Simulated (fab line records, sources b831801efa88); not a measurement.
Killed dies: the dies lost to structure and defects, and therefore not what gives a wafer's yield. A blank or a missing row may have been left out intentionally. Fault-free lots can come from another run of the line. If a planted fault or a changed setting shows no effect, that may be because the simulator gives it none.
Struck lot and sound lot, side by side + flow sfq-line + 43 out of 325 route steps
Sound: the wafers L149.3, L149.4, L149.5. Struck: wafer L160.6; the same lot's L160.4 was not struck, so it is left out; see the end for the cause.
At each step with rows: each side's tool, then ch and its chambers, then its first start. Under that, the readings that differ: sound wafers + struck wafers + difference of the means + sigmas: that difference in standard deviations of wafers without a fault.
alike: same words and numbers on both sides, and readings whose means sit less than 2 such deviations apart. not compared: any withheld reading, any reading some wafer has no value for, any bound like >300 that may hide the same value, and any number with overlapping values for which the record gives no deviation.
A row with sigmas, a row that says differs or no value, or rows on one side alone: a step with any of these is where the two part. Numbers that don't overlap but have no deviation are shown without sigmas and don't part them. A reading missing from all wafers of one side parts the sides only when that side holds two or more wafers.

SFQ_TRILAYER_L0_BARC_OPEN_METAL_ETCH_010: etches BARC in O2, target depth 125 nm, time 41.7 s.
  sound on rie-metal-04 ch 0,1, day 3 23:16; struck on rie-metal-02 ch 1, day 6 13:28
  alike: drypump-motor-current-A, oes-product-au
  not compared: rf-hours-counter-h
SFQ_TRILAYER_L0_ETCH_METAL_ETCH_008: etches MoNx KI in SF6/O2, stops on SiO2, target depth 50 nm, time 25 s.
  sound on rie-metal-04 ch 0,1, day 3 23:19; struck on rie-metal-02 ch 1, day 6 13:31
  alike: drypump-motor-current-A, oes-product-au
  not compared: rf-hours-counter-h
SFQ_TRILAYER_L0_STRIP_STRIP_009: strips in O2.
  sound on rie-metal-04 ch 0,1, day 3 23:33; struck on rie-metal-02 ch 1, day 6 13:45
  alike: drypump-motor-current-A, oes-product-au
  not compared: rf-hours-counter-h
then, 8 steps without rows for these wafers: SFQ_TRILAYER_L0_STRIP_SOLV_CLEAN_010 (cleans in NMP, time 600 s); SFQ_TRILAYER_L0_CAP_PECVD_011 (deposits SiO2 from SiH4/N2O, time 13.333 s, target thk 60 nm); SFQ_TRILAYER_L0_VIA_LITHO_COAT_018 (resist thk 62 nm); SFQ_TRILAYER_L0_VIA_LITHO_COAT_013 (resist thk 650 nm); SFQ_TRILAYER_L0_VIA_LITHO_SOFTBAKE_017; SFQ_TRILAYER_L0_VIA_LITHO_EXPOSE_014 (exposes mask L0V, target cd 700 nm); SFQ_TRILAYER_L0_VIA_LITHO_PEB_016 (peb time 60 s); SFQ_TRILAYER_L0_VIA_LITHO_DEVELOP_015 (time 60 s).
-- the record jumps here: 2 days lie between the struck wafers' starts before and after --
SFQ_L0V_OVL_MEAS_903:
  struck on overlay-02, day 8 22:35; sound on overlay-01, day 6 02:51
  alike: L0V_OVL
SFQ_TRILAYER_L0_VIA_BARC_OPEN_VIA_ETCH_021: etches BARC in O2, target depth 125 nm, time 41.7 s.
  sound on rie-diel-04 ch 0,2,3, day 6 02:53; struck on rie-diel-03 ch 0, day 8 22:37
  alike: drypump-motor-current-A, oes-product-au
  not compared: rf-hours-counter-h, model.KrF_of_TRILAYER_L0_VIA_LITHO_COAT_013.thk-nm
SFQ_TRILAYER_L0_VIA_ETCH_VIA_ETCH_016: etches SiO2 in CHF3, stops on MoNx KI, target depth 80 nm.
  sound on rie-diel-04 ch 0,2,3, day 6 02:55; struck on rie-diel-03 ch 0, day 8 22:39
  alike: drypump-motor-current-A, oes-product-au
  not compared: model.KrF_of_TRILAYER_L0_VIA_LITHO_COAT_013.thk-nm
then, 4 steps without rows for these wafers: SFQ_TRILAYER_L0_VIA_STRIP_STRIP_017 (strips in O2); SFQ_TRILAYER_L0_VIA_STRIP_SOLV_CLEAN_018 (cleans in NMP, time 600 s); SFQ_TRILAYER_M0_DEP_PRE_CLEAN_020 (time 15 s); SFQ_TRILAYER_M0_DEP_SPUTTER_019 (material Nb, target thk 200 nm, time 133.3 s).
SFQ_M0_RS_MEAS_904: the measuring method here is four-point-probe.
  struck on film-metro-03, day 8 23:49; sound on film-metro-04, day 6 04:40
  alike: M0_NB_RS
then, 6 steps without rows for these wafers: SFQ_TRILAYER_M0_LITHO_COAT_026 (resist thk 62 nm); SFQ_TRILAYER_M0_LITHO_COAT_021 (resist thk 600 nm); SFQ_TRILAYER_M0_LITHO_SOFTBAKE_025; SFQ_TRILAYER_M0_LITHO_EXPOSE_022 (exposes mask M0, target cd 500 nm); SFQ_TRILAYER_M0_LITHO_PEB_024 (peb time 60 s); SFQ_TRILAYER_M0_LITHO_DEVELOP_023 (time 60 s).
-- the record jumps here: 2 days lie between the struck wafers' starts before and after --
SFQ_M0_OVL_MEAS_906:
  struck on overlay-01, day 11 09:46; sound on overlay-02, day 8 09:01
  alike: M0_OVL
then, 2 steps without rows for these wafers: SFQ_TRILAYER_M0_BARC_OPEN_METAL_ETCH_031 (etches BARC in O2, target depth 125 nm, time 41.7 s); SFQ_TRILAYER_M0_ETCH_METAL_ETCH_024 (etches Nb in Cl2/Ar, stops on SiO2, target depth 240 nm, time 120 s).
SFQ_TRILAYER_M0_STRIP_STRIP_025: strips in O2.
  sound on rie-metal-04 ch 0, day 8 09:49; struck on rie-metal-04 ch 0, day 11 10:46
  alike: drypump-motor-current-A, oes-product-au
  not compared: rf-hours-counter-h
then, 2 steps without rows for these wafers: SFQ_TRILAYER_M0_STRIP_SOLV_CLEAN_026 (cleans in NMP, time 600 s); SFQ_TRILAYER_I0_DEP_PECVD_027 (deposits SiO2 from SiH4/N2O, time 111.11 s, target thk 500 nm).
SFQ_TRILAYER_I0_CMP_CMP_028: polishes SiO2.
  sound on cmp-01 ch 1,2, day 8 11:16; struck on cmp-02 ch 2, day 11 21:50
  alike: motor-current-A, time-to-endpoint-s
SFQ_I0_BOW_MEAS_907:
  struck on film-metro-01, day 11 23:24; sound on film-metro-01, day 8 14:19
  alike: I0_BOW
then, 7 steps without rows for these wafers: SFQ_TRILAYER_I0_METRO_MEASURE_029; SFQ_TRILAYER_I0_VIA_LITHO_COAT_036 (resist thk 62 nm); SFQ_TRILAYER_I0_VIA_LITHO_COAT_031 (resist thk 650 nm); SFQ_TRILAYER_I0_VIA_LITHO_SOFTBAKE_035; SFQ_TRILAYER_I0_VIA_LITHO_EXPOSE_032 (exposes mask I0, target cd 500 nm); SFQ_TRILAYER_I0_VIA_LITHO_PEB_034 (peb time 60 s); SFQ_TRILAYER_I0_VIA_LITHO_DEVELOP_033 (time 60 s).
-- the record jumps here: 3 days lie between the struck wafers' starts before and after --
SFQ_I0_OVL_MEAS_908:
  struck on overlay-01, day 14 20:25; sound on overlay-02, day 10 23:25
  alike: I0_OVL
-- the record jumps here: 59 days lie between the struck wafers' starts before and after (it left off in module I0 and takes up again in module M8, whose first step shown is number 322 of the route) --
SFQ_M8_RS_MEAS_949: the measuring method here is four-point-probe.
  struck on film-metro-02, day 73 09:28; sound on film-metro-04, day 70 17:54
  alike: M8_AU_RS
  not compared: hold
SFQ_M8_THK_MEAS_950: measures by xrf.
  struck on film-metro-02, day 73 10:38; sound on film-metro-04, day 70 18:00
  alike: M8_AU_THK
  not compared: hold

== WHERE THEY PART ==
Nowhere in this record.

WHY: the cause the simulator had injected
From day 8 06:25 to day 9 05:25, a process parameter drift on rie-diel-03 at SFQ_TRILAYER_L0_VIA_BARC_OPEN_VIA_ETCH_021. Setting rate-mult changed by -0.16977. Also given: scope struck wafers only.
